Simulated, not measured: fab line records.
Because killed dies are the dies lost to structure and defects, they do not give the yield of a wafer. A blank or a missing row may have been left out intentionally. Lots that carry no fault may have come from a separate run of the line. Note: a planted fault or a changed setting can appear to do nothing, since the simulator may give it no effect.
Which of the tools did it? ; flow gf180mcu ; Sampling: 7 lots, 21 wafers, 2 of 602 route steps

WHAT THE GAUGES READ, wafer by wafer
GF_HV_LDD_RS_MEAS_53: uses a four-point probe to measure.
lot;measured;on;HV_LDD_RS (ohm/sq)
L704;day 12 16:05;film metro-01;417.4 417.9 417.8
L706;day 13 09:22;film metro-01;418.3 417.7 418.3
L709;day 14 11:57;film metro-02;417.2 418.0 416.9
L712;day 15 11:23;film metro-03;417.0 416.1 415.6
L719;day 17 19:56;film metro-02;424.1 424.0 423.0
L723;day 19 05:12;film metro-03;416.9 417.0 416.8
L725;day 19 22:34;film metro-02;416.0 416.3 416.4

WHAT TOOL EACH LOT RAN ON (gives the tool, then ch and the chambers of the sampled wafers, and finally the start)
lot;GF_HV_LDD_IMPLANT_36
L704;implanter-04 ch 0, day 11 20:27
L706;implanter-01 ch 0, day 12 12:27
L709;implanter-02 ch 0, day 13 14:30
L712;implanter-04 ch 0, day 14 13:30
L719;implanter-02 ch 0, day 16 21:01
L723;implanter-01 ch 0, day 18 04:43
L725;implanter-04 ch 0, day 18 21:41
- GF_HV_LDD_IMPLANT_36

THE ANSWER, worked out from the rows above alone
Rule: the lots themselves supply what counts as usual. The widest of any qualifying gaps counts: lots, ordered by their means at a reading, are off when they make up no more than a third of the lots, leave a main group of 4 or more, and stand apart from it by 3 or more times the standard deviation of that group's means. A main group whose means are all the same, to the digits that the tables above print for the reading, isn't used. Also off: a lot with no number at a reading for which 4 or more lots have one. The other lots that the step has rows for count as sound.
Off: L719, at GF_HV_LDD_RS_MEAS_53 (HV_LDD_RS). Mean 417.1 ohm/sq and standard deviation 0.7 in the main group.
A tool fits if, at a process step before that reading, it ran every lot that is off, and no sound lot after the first of them. The gauges at GF_HV_LDD_RS_MEAS_53 are tried like those tools. One fits: implanter-02 at GF_HV_LDD_IMPLANT_36. Its last sound lot is L709 (day 13 14:30), its first lot that is off L719 (day 16 21:01): a fault that began between those two fits.

WHAT THE SIMULATOR HAD PUT IN
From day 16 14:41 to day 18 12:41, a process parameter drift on implanter-02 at GF_HV_LDD_IMPLANT_36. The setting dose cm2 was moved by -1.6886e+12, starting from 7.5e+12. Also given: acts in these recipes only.
Lots struck among those shown: L719. Same finding as the rule above.
